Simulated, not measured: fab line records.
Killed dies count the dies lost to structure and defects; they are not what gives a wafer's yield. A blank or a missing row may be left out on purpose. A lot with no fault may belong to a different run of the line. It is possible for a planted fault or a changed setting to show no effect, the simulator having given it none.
Which tool was responsible? || flow sky130 || 24 lots, 72 wafers sampled, at 3 steps of a route of 708

WHAT THE GAUGES SHOWED, per wafer
SKY_CAPM_THK_MEAS_01. Usual: CAPM_CVD_00_THK gives 15.46 nm (standard deviation 0.2).
{"lot": "L074", "measured": "day 36 03:18", "on": "film metro-01", "CAPM_CVD_00_THK (nm)": "15.32 15.37 15.36", "flag": ""}
{"lot": "L075", "measured": "day 36 14:58", "on": "film metro-02", "CAPM_CVD_00_THK (nm)": "15.40 15.27 15.27", "flag": ""}
{"lot": "L076", "measured": "day 36 22:33", "on": "film metro-02", "CAPM_CVD_00_THK (nm)": "15.67 15.55 15.67", "flag": ""}
{"lot": "L077", "measured": "day 37 01:14", "on": "film metro-02", "CAPM_CVD_00_THK (nm)": "15.35 15.42 15.44", "flag": ""}
{"lot": "L078", "measured": "day 37 18:07", "on": "film metro-04", "CAPM_CVD_00_THK (nm)": "15.31 15.33 15.29", "flag": ""}
{"lot": "L079", "measured": "day 38 08:06", "on": "film metro-01", "CAPM_CVD_00_THK (nm)": "15.43 15.36 15.71", "flag": ""}
{"lot": "L081", "measured": "day 38 17:34", "on": "film metro-01", "CAPM_CVD_00_THK (nm)": "15.26 15.62 15.95", "flag": ""}
{"lot": "L080", "measured": "day 38 19:20", "on": "film metro-02", "CAPM_CVD_00_THK (nm)": "15.30 15.37 15.56", "flag": ""}
{"lot": "L082", "measured": "day 38 21:55", "on": "film metro-02", "CAPM_CVD_00_THK (nm)": "15.56 15.35 15.81", "flag": ""}
{"lot": "L083", "measured": "day 39 07:40", "on": "film metro-01", "CAPM_CVD_00_THK (nm)": "15.27 15.33 15.59", "flag": ""}
{"lot": "L085", "measured": "day 40 14:23", "on": "film metro-04", "CAPM_CVD_00_THK (nm)": "15.24 15.34 15.50", "flag": ""}
{"lot": "L086", "measured": "day 40 17:14", "on": "film metro-04", "CAPM_CVD_00_THK (nm)": "15.50 15.55 15.58", "flag": ""}
{"lot": "L084", "measured": "day 40 17:54", "on": "film metro-02", "CAPM_CVD_00_THK (nm)": "15.65 15.42 15.49", "flag": ""}
{"lot": "L087", "measured": "day 40 18:36", "on": "film metro-02", "CAPM_CVD_00_THK (nm)": "15.41 15.32 15.50", "flag": ""}
{"lot": "L088", "measured": "day 40 19:04", "on": "film metro-02", "CAPM_CVD_00_THK (nm)": "15.02 15.34 15.39", "flag": ""}
{"lot": "L089", "measured": "day 40 23:04", "on": "film metro-01", "CAPM_CVD_00_THK (nm)": "15.55 15.32 15.54", "flag": ""}
{"lot": "L090", "measured": "day 41 02:17", "on": "film metro-01", "CAPM_CVD_00_THK (nm)": "15.18 15.03 15.52", "flag": ""}
{"lot": "L091", "measured": "day 41 15:03", "on": "film metro-01", "CAPM_CVD_00_THK (nm)": "15.32 15.75 15.57", "flag": ""}
{"lot": "L092", "measured": "day 42 10:25", "on": "film metro-01", "CAPM_CVD_00_THK (nm)": "15.58 15.65 15.60", "flag": ""}
{"lot": "L093", "measured": "day 42 13:18", "on": "film metro-01", "CAPM_CVD_00_THK (nm)": "15.32 15.66 15.79", "flag": ""}
{"lot": "L094", "measured": "day 42 16:18", "on": "film metro-02", "CAPM_CVD_00_THK (nm)": "15.22 15.64 15.66", "flag": ""}
{"lot": "L095", "measured": "day 42 21:47", "on": "film metro-04", "CAPM_CVD_00_THK (nm)": "15.26 15.21 15.50", "flag": ""}
{"lot": "L096", "measured": "day 43 03:46", "on": "film metro-01", "CAPM_CVD_00_THK (nm)": "15.28 15.27 15.81", "flag": ""}
{"lot": "L097", "measured": "day 43 04:08", "on": "film metro-02", "CAPM_CVD_00_THK (nm)": "15.43 15.37 15.36", "flag": ""}

SKY_METAL3_CD_MEAS_13: the cd target is 300 nm. Usual: cd nm 299.9 nm, standard deviation 1.4.
{"lot": "L074", "measured": "day 38 07:14", "on": "cd sem-02", "cd nm (nm)": "297.5 297.7 296.5", "flag": ""}
{"lot": "L075", "measured": "day 38 18:54", "on": "cd sem-02", "cd nm (nm)": "299.1 298.8 298.4", "flag": ""}
{"lot": "L076", "measured": "day 39 02:13", "on": "cd sem-02", "cd nm (nm)": "299.5 299.0 298.6", "flag": ""}
{"lot": "L077", "measured": "day 39 05:01", "on": "cd sem-02", "cd nm (nm)": "302.4 302.7 302.3", "flag": ""}
{"lot": "L078", "measured": "day 39 20:53", "on": "cd sem-01", "cd nm (nm)": "300.8 301.9 300.8", "flag": ""}
{"lot": "L079", "measured": "day 40 09:57", "on": "cd sem-01", "cd nm (nm)": "301.9 301.9 301.5", "flag": ""}
{"lot": "L081", "measured": "day 40 18:32", "on": "cd sem-02", "cd nm (nm)": "301.0 298.8 300.2", "flag": ""}
{"lot": "L080", "measured": "day 40 21:32", "on": "cd sem-02", "cd nm (nm)": "298.7 298.0 298.7", "flag": ""}
{"lot": "L082", "measured": "day 41 00:12", "on": "cd sem-02", "cd nm (nm)": "300.9 298.6 299.9", "flag": ""}
{"lot": "L083", "measured": "day 41 09:46", "on": "cd sem-02", "cd nm (nm)": "299.7 300.5 299.4", "flag": ""}
{"lot": "L085", "measured": "day 42 14:55", "on": "cd sem-02", "cd nm (nm)": "301.7 300.9 301.8", "flag": ""}
{"lot": "L086", "measured": "day 42 17:03", "on": "cd sem-02", "cd nm (nm)": "301.3 300.1 300.0", "flag": ""}
{"lot": "L084", "measured": "day 42 18:04", "on": "cd sem-01", "cd nm (nm)": "299.9 299.6 299.0", "flag": ""}
{"lot": "L087", "measured": "day 42 19:39", "on": "cd sem-02", "cd nm (nm)": "301.8 301.8 301.4", "flag": ""}
{"lot": "L088", "measured": "day 42 19:46", "on": "cd sem-01", "cd nm (nm)": "299.4 300.9 300.1", "flag": ""}
{"lot": "L089", "measured": "day 42 22:28", "on": "cd sem-01", "cd nm (nm)": "299.9 301.4 300.7", "flag": ""}
{"lot": "L090", "measured": "day 43 01:55", "on": "cd sem-02", "cd nm (nm)": "298.6 298.9 297.5", "flag": ""}
{"lot": "L091", "measured": "day 43 13:19", "on": "cd sem-02", "cd nm (nm)": "299.3 298.5 299.4", "flag": ""}
{"lot": "L092", "measured": "day 44 08:35", "on": "cd sem-01", "cd nm (nm)": "301.2 301.0 298.8", "flag": ""}
{"lot": "L093", "measured": "day 44 11:19", "on": "cd sem-01", "cd nm (nm)": "298.6 299.5 300.0", "flag": ""}
{"lot": "L094", "measured": "day 44 14:45", "on": "cd sem-02", "cd nm (nm)": "300.1 300.1 299.6", "flag": ""}
{"lot": "L095", "measured": "day 44 19:12", "on": "cd sem-01", "cd nm (nm)": "299.4 300.1 299.3", "flag": ""}
{"lot": "L096", "measured": "day 45 01:22", "on": "cd sem-01", "cd nm (nm)": "298.9 299.7 300.1", "flag": ""}
{"lot": "L097", "measured": "day 45 02:07", "on": "cd sem-02", "cd nm (nm)": "298.9 296.5 298.7", "flag": ""}

EACH LOT AND THE TOOL THAT RAN IT (in order: tool; ch and the chambers of the sampled wafers; start)
{"lot": "L074", "SKY_METAL3_SPUTTER_03": "pvd sputter-01, day 36 03:11"}
{"lot": "L075", "SKY_METAL3_SPUTTER_03": "pvd sputter-01, day 36 14:52"}
{"lot": "L076", "SKY_METAL3_SPUTTER_03": "pvd sputter-03, day 36 22:28"}
{"lot": "L077", "SKY_METAL3_SPUTTER_03": "pvd sputter-03, day 37 01:09"}
{"lot": "L078", "SKY_METAL3_SPUTTER_03": "pvd sputter-01, day 37 18:00"}
{"lot": "L079", "SKY_METAL3_SPUTTER_03": "pvd sputter-02, day 38 08:01"}
{"lot": "L081", "SKY_METAL3_SPUTTER_03": "pvd sputter-01, day 38 17:28"}
{"lot": "L080", "SKY_METAL3_SPUTTER_03": "pvd sputter-01, day 38 19:14"}
{"lot": "L082", "SKY_METAL3_SPUTTER_03": "pvd sputter-02, day 38 21:49"}
{"lot": "L083", "SKY_METAL3_SPUTTER_03": "pvd sputter-03, day 39 07:34"}
{"lot": "L085", "SKY_METAL3_SPUTTER_03": "pvd sputter-03, day 40 14:17"}
{"lot": "L086", "SKY_METAL3_SPUTTER_03": "pvd sputter-03, day 40 17:09"}
{"lot": "L084", "SKY_METAL3_SPUTTER_03": "pvd sputter-02, day 40 17:47"}
{"lot": "L087", "SKY_METAL3_SPUTTER_03": "pvd sputter-02, day 40 18:31"}
{"lot": "L088", "SKY_METAL3_SPUTTER_03": "pvd sputter-01, day 40 18:58"}
{"lot": "L089", "SKY_METAL3_SPUTTER_03": "pvd sputter-02, day 40 22:59"}
{"lot": "L090", "SKY_METAL3_SPUTTER_03": "pvd sputter-01, day 41 02:12"}
{"lot": "L091", "SKY_METAL3_SPUTTER_03": "pvd sputter-03, day 41 14:57"}
{"lot": "L092", "SKY_METAL3_SPUTTER_03": "pvd sputter-02, day 42 10:19"}
{"lot": "L093", "SKY_METAL3_SPUTTER_03": "pvd sputter-03, day 42 13:13"}
{"lot": "L094", "SKY_METAL3_SPUTTER_03": "pvd sputter-03, day 42 16:11"}
{"lot": "L095", "SKY_METAL3_SPUTTER_03": "pvd sputter-03, day 42 21:41"}
{"lot": "L096", "SKY_METAL3_SPUTTER_03": "pvd sputter-02, day 43 03:40"}
{"lot": "L097", "SKY_METAL3_SPUTTER_03": "pvd sputter-02, day 43 04:02"}
- SKY_METAL3_SPUTTER_03: material Ti, target thk 5 nm, time 3.3 s.

AS READ BY THE TOOLS THEMSELVES (means over the sampled wafers that have a number; for cases with no such wafer, the mark the record gives instead)
SKY_METAL3_SPUTTER_03. Usual: throttle valve pct 30.3 %, standard deviation 0.68.
{"lot": "L074", "tool": "pvd sputter-01", "throttle valve pct (%)": 30.3, "flag": ""}
{"lot": "L075", "tool": "pvd sputter-01", "throttle valve pct (%)": 30.7, "flag": ""}
{"lot": "L076", "tool": "pvd sputter-03", "throttle valve pct (%)": 30.4, "flag": ""}
{"lot": "L077", "tool": "pvd sputter-03", "throttle valve pct (%)": 30.6, "flag": ""}
{"lot": "L078", "tool": "pvd sputter-01", "throttle valve pct (%)": 30.3, "flag": ""}
{"lot": "L079", "tool": "pvd sputter-02", "throttle valve pct (%)": 30.3, "flag": ""}
{"lot": "L081", "tool": "pvd sputter-01", "throttle valve pct (%)": 30.4, "flag": ""}
{"lot": "L080", "tool": "pvd sputter-01", "throttle valve pct (%)": 30.1, "flag": ""}
{"lot": "L082", "tool": "pvd sputter-02", "throttle valve pct (%)": 29.8, "flag": ""}
{"lot": "L083", "tool": "pvd sputter-03", "throttle valve pct (%)": 30.6, "flag": ""}
{"lot": "L085", "tool": "pvd sputter-03", "throttle valve pct (%)": 30.1, "flag": ""}
{"lot": "L086", "tool": "pvd sputter-03", "throttle valve pct (%)": 30.5, "flag": ""}
{"lot": "L084", "tool": "pvd sputter-02", "throttle valve pct (%)": 31.0, "flag": ""}
{"lot": "L087", "tool": "pvd sputter-02", "throttle valve pct (%)": 31.0, "flag": ""}
{"lot": "L088", "tool": "pvd sputter-01", "throttle valve pct (%)": 30.5, "flag": ""}
{"lot": "L089", "tool": "pvd sputter-02", "throttle valve pct (%)": 30.7, "flag": ""}
{"lot": "L090", "tool": "pvd sputter-01", "throttle valve pct (%)": 30.3, "flag": ""}
{"lot": "L091", "tool": "pvd sputter-03", "throttle valve pct (%)": 30.3, "flag": ""}
{"lot": "L092", "tool": "pvd sputter-02", "throttle valve pct (%)": 30.9, "flag": ""}
{"lot": "L093", "tool": "pvd sputter-03", "throttle valve pct (%)": 30.0, "flag": ""}
{"lot": "L094", "tool": "pvd sputter-03", "throttle valve pct (%)": 29.9, "flag": ""}
{"lot": "L095", "tool": "pvd sputter-03", "throttle valve pct (%)": 30.0, "flag": ""}
{"lot": "L096", "tool": "pvd sputter-02", "throttle valve pct (%)": 30.4, "flag": ""}
{"lot": "L097", "tool": "pvd sputter-02", "throttle valve pct (%)": 30.4, "flag": ""}

THE ANSWER, worked out from the rows above alone
Rule: take the mean of a lot's wafers that have a number; if it is more than 3 standard deviations from the usual mean, the lot is off. Also off: a lot with no number at a reading for which 4 or more lots have one. The other lots that the step has rows for count as sound. Order of review: gauges by route order, followed by the tools' own readings, for which a lot's mean as printed above is used. At the first step where some lot is off, the reading lying furthest off is the one used; lots without a number count as furthest.
Across all readings shown, no lot is off: no conclusion can be drawn from this.

WHAT THE SIMULATOR PUT IN
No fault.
